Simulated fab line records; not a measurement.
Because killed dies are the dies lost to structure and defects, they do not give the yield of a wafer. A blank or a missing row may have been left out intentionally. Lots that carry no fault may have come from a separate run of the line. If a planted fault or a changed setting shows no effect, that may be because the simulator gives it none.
Which tool is to blame? + flow sky130 + 15 lots, 45 wafers sampled, at 2 steps of a route of 708

## WHAT THE GAUGES READ, wafer by wafer
SKY_METAL4_OVL_MEAS_14.
| lot  | measured     | on         | METAL4_OVL (nm) |
|------|--------------|------------|-----------------|
| L499 | day 41 17:28 | overlay-01 | 0 4 12          |
| L500 | day 41 20:28 | overlay-02 | -4 1 -2         |
| L501 | day 42 09:43 | overlay-02 | -1 -4 5         |
| L504 | day 43 11:56 | overlay-01 | -9 -3 -1        |
| L503 | day 43 13:14 | overlay-02 | -5 -7 -9        |
| L506 | day 44 04:53 | overlay-01 | 7 2 2           |
| L508 | day 44 07:10 | overlay-01 | 9 10 3          |
| L509 | day 44 14:55 | overlay-01 | -6 -2 -2        |
| L510 | day 44 23:14 | overlay-01 | 2 11 -2         |
| L511 | day 45 05:22 | overlay-01 | -13 -7 -1       |
| L512 | day 45 16:07 | overlay-02 | -2 10 0         |
| L513 | day 45 17:58 | overlay-01 | 4 -8 2          |
| L514 | day 46 01:25 | overlay-02 | 2 3 2           |
| L515 | day 46 08:23 | overlay-02 | 0 4 -5          |
| L522 | day 47 18:46 | overlay-02 | 2 1 1           |

## EACH LOT AND THE TOOL THAT RAN IT (in order: tool; ch and the chambers of the sampled wafers; start)
| lot  | SKY_CAP2M_SPUTTER_02         |
|------|------------------------------|
| L499 | pvd-sputter-01, day 39 15:14 |
| L500 | pvd-sputter-04, day 39 18:52 |
| L501 | pvd-sputter-01, day 40 09:35 |
| L504 | pvd-sputter-02, day 41 12:35 |
| L503 | pvd-sputter-04, day 41 14:05 |
| L506 | pvd-sputter-01, day 42 07:58 |
| L508 | pvd-sputter-01, day 42 09:13 |
| L509 | pvd-sputter-01, day 42 17:56 |
| L510 | pvd-sputter-02, day 43 02:26 |
| L511 | pvd-sputter-01, day 43 08:21 |
| L512 | pvd-sputter-01, day 43 20:28 |
| L513 | pvd-sputter-01, day 43 21:16 |
| L514 | pvd-sputter-02, day 44 04:34 |
| L515 | pvd-sputter-04, day 44 12:43 |
| L522 | pvd-sputter-01, day 46 01:20 |
- SKY_CAP2M_SPUTTER_02: material TiN, target thk 200 nm, time 166.7 s.

## AS READ BY THE TOOLS THEMSELVES (means over the sampled wafers that have a number; for cases with no such wafer, the mark the record gives instead)
SKY_CAP2M_SPUTTER_02.
| lot  | tool           | substrate-temp-c (C) | throttle-valve-pct (%) |
|------|----------------|----------------------|------------------------|
| L499 | pvd-sputter-01 | 300.23               | 30.0                   |
| L500 | pvd-sputter-04 | 299.97               | 31.1                   |
| L501 | pvd-sputter-01 | 299.85               | 30.8                   |
| L504 | pvd-sputter-02 | 300.04               | 29.1                   |
| L503 | pvd-sputter-04 | 300.00               | 31.0                   |
| L506 | pvd-sputter-01 | 299.80               | 30.6                   |
| L508 | pvd-sputter-01 | 300.15               | 30.1                   |
| L509 | pvd-sputter-01 | 299.85               | 29.9                   |
| L510 | pvd-sputter-02 | 300.19               | 29.1                   |
| L511 | pvd-sputter-01 | 299.85               | 30.3                   |
| L512 | pvd-sputter-01 | 300.01               | 30.6                   |
| L513 | pvd-sputter-01 | 300.39               | 30.1                   |
| L514 | pvd-sputter-02 | 300.10               | 28.7                   |
| L515 | pvd-sputter-04 | 300.08               | 30.6                   |
| L522 | pvd-sputter-01 | 299.99               | 30.7                   |

## THE ANSWER, worked out from the rows above alone
Rule: usual is defined by the lots themselves. Put in order of their means at a reading, lots are off if they are a third of the lots or fewer, leave a main group of 4 or more, and stand apart from it by a gap of 3 or more times the standard deviation of the main group's means; of several such gaps the widest counts. The tables above print the reading to a certain number of digits; a main group whose means all agree to those digits is not used. A lot without any number at a reading at which 4 lots or more have one is off too. Where the step has rows for the other lots, those lots are counted as sound. First the gauges in route order, then the tools' own readings, where a lot's mean is used as printed above. The first step at which some lot is off is used, and at that step the reading that is off furthest; a lot without a number counts as furthest.
Nothing can be told from this: no lot is off at any reading shown.

## WHAT WAS PUT IN BY THE SIMULATOR
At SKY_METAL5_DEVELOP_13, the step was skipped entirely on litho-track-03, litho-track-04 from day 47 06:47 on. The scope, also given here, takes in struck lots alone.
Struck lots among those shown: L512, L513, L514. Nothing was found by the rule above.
